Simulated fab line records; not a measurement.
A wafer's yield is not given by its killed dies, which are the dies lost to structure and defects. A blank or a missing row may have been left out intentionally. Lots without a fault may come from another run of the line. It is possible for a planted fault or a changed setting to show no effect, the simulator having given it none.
Check of tool commonality / flow sky130 / 39 wafers sampled across 13 lots

== WHY THIS WAS OPENED ==
At SKY_PWDE_TW_MEAS_10 the reading PWDE_TW is flagged on 1 of 13 lots. Wafers without a fault read 376.4, standard deviation 1.9.
Rule: a lot gets a flag if all its wafers with a number sit over 4 standard deviations from that mean, or if no wafer of it has a number. The other lots count as sound.

lot=L358; measured=day 3 22:29; on=film metro-04; PWDE_TW, wafer by wafer=378.3 375.6 378.4; flag=
lot=L359; measured=day 4 06:04; on=film metro-01; PWDE_TW, wafer by wafer=375.7 375.5 375.2; flag=
lot=L360; measured=day 4 12:18; on=film metro-02; PWDE_TW, wafer by wafer=376.8 373.9 373.4; flag=
lot=L361; measured=day 4 16:16; on=film metro-01; PWDE_TW, wafer by wafer=373.7 377.7 375.1; flag=
lot=L363; measured=day 5 01:44; on=film metro-02; PWDE_TW, wafer by wafer=375.2 373.5 374.3; flag=
lot=L364; measured=day 5 08:16; on=film metro-04; PWDE_TW, wafer by wafer=375.7 373.7 372.4; flag=
lot=L365; measured=day 5 15:54; on=film metro-04; PWDE_TW, wafer by wafer=376.6 375.0 374.8; flag=
lot=L366; measured=day 5 18:17; on=film metro-01; PWDE_TW, wafer by wafer=376.2 376.5 375.5; flag=
lot=L369; measured=day 6 08:51; on=film metro-04; PWDE_TW, wafer by wafer=377.8 377.0 377.6; flag=
lot=L370; measured=day 6 14:43; on=film metro-01; PWDE_TW, wafer by wafer=377.2 379.7 377.8; flag=
lot=L371; measured=day 6 19:59; on=film metro-01; PWDE_TW, wafer by wafer=377.9 378.0 378.4; flag=
lot=L373; measured=day 7 10:19; on=film metro-01; PWDE_TW, wafer by wafer=30.4 30.4 30.4; flag=FLAGGED
lot=L376; measured=day 8 04:49; on=film metro-04; PWDE_TW, wafer by wafer=378.8 374.0 378.4; flag=
Flagged lots average 30.4: -346.0 relative to the usual, that is -99 or more standard deviations.

== EACH LOT AND THE TOOL IT RAN ON ==
The record holds 1 process step before the reading, out of a route of 708 steps. Each cell gives the tool, then ch followed by the chambers the sampled wafers passed through, then the start.
lot=L358; flag=; SKY_PWDE_EXPOSE_04=iline stepper-01 ch 0, day 3 14:41
lot=L359; flag=; SKY_PWDE_EXPOSE_04=iline stepper-01 ch 0, day 3 21:51
lot=L360; flag=; SKY_PWDE_EXPOSE_04=iline stepper-02 ch 0, day 4 04:17
lot=L361; flag=; SKY_PWDE_EXPOSE_04=iline stepper-02 ch 0, day 4 08:11
lot=L363; flag=; SKY_PWDE_EXPOSE_04=iline stepper-02 ch 0, day 4 17:04
lot=L364; flag=; SKY_PWDE_EXPOSE_04=iline stepper-02 ch 0, day 4 23:46
lot=L365; flag=; SKY_PWDE_EXPOSE_04=iline stepper-01 ch 0, day 5 07:21
lot=L366; flag=; SKY_PWDE_EXPOSE_04=iline stepper-02 ch 0, day 5 09:29
lot=L369; flag=; SKY_PWDE_EXPOSE_04=iline stepper-02 ch 0, day 6 00:08
lot=L370; flag=; SKY_PWDE_EXPOSE_04=iline stepper-01 ch 0, day 6 05:47
lot=L371; flag=; SKY_PWDE_EXPOSE_04=iline stepper-01 ch 0, day 6 10:32
lot=L373; flag=FLAGGED; SKY_PWDE_EXPOSE_04=iline stepper-01 ch 0, day 6 23:55
lot=L376; flag=; SKY_PWDE_EXPOSE_04=iline stepper-02 ch 0, day 7 18:34
What the steps here do:
- SKY_PWDE_EXPOSE_04: exposes mask PWDEM, target cd 840 nm.
- SKY_PWDE_TW_MEAS_10

== FLAGGED AGAINST TOTAL, ONE TOOL AT A TIME (gauges that did the reading follow at the end) ==
step=SKY_PWDE_EXPOSE_04; tool=iline stepper-01; lots run=6; flagged=1; share of the flagged lots=all; sound lots run after its first flagged lot=0
step=SKY_PWDE_EXPOSE_04; tool=iline stepper-02; lots run=7; flagged=0; share of the flagged lots=none; sound lots run after its first flagged lot=-
step=SKY_PWDE_TW_MEAS_10; tool=film metro-01; lots run=6; flagged=1; share of the flagged lots=all; sound lots run after its first flagged lot=0
step=SKY_PWDE_TW_MEAS_10; tool=film metro-02; lots run=2; flagged=0; share of the flagged lots=none; sound lots run after its first flagged lot=-
step=SKY_PWDE_TW_MEAS_10; tool=film metro-04; lots run=5; flagged=0; share of the flagged lots=none; sound lots run after its first flagged lot=-

== THE TABLE: WHAT IT ALLOWS ==
2 rows of the table ran every flagged lot: iline stepper-01 at SKY_PWDE_EXPOSE_04, film metro-01 at SKY_PWDE_TW_MEAS_10.
- iline stepper-01 at SKY_PWDE_EXPOSE_04 ran 6 lots, 1 of them flagged. It ran its last sound lot, L371, at day 6 10:32 and its first flagged lot, L373, at day 6 23:55: a fault with its onset between the two fits.
- film metro-01 at SKY_PWDE_TW_MEAS_10 ran 6 lots, 1 of them flagged. It ran its last sound lot, L371, at day 6 19:59 and its first flagged lot, L373, at day 7 10:19: a fault with its onset between the two fits.
Counting lots can't tell these 2 tools apart, because each fits a fault that began at some hour. More lots, or a look at what each step does to the wafer, might.

== WHAT WAS PUT IN BY THE SIMULATOR ==
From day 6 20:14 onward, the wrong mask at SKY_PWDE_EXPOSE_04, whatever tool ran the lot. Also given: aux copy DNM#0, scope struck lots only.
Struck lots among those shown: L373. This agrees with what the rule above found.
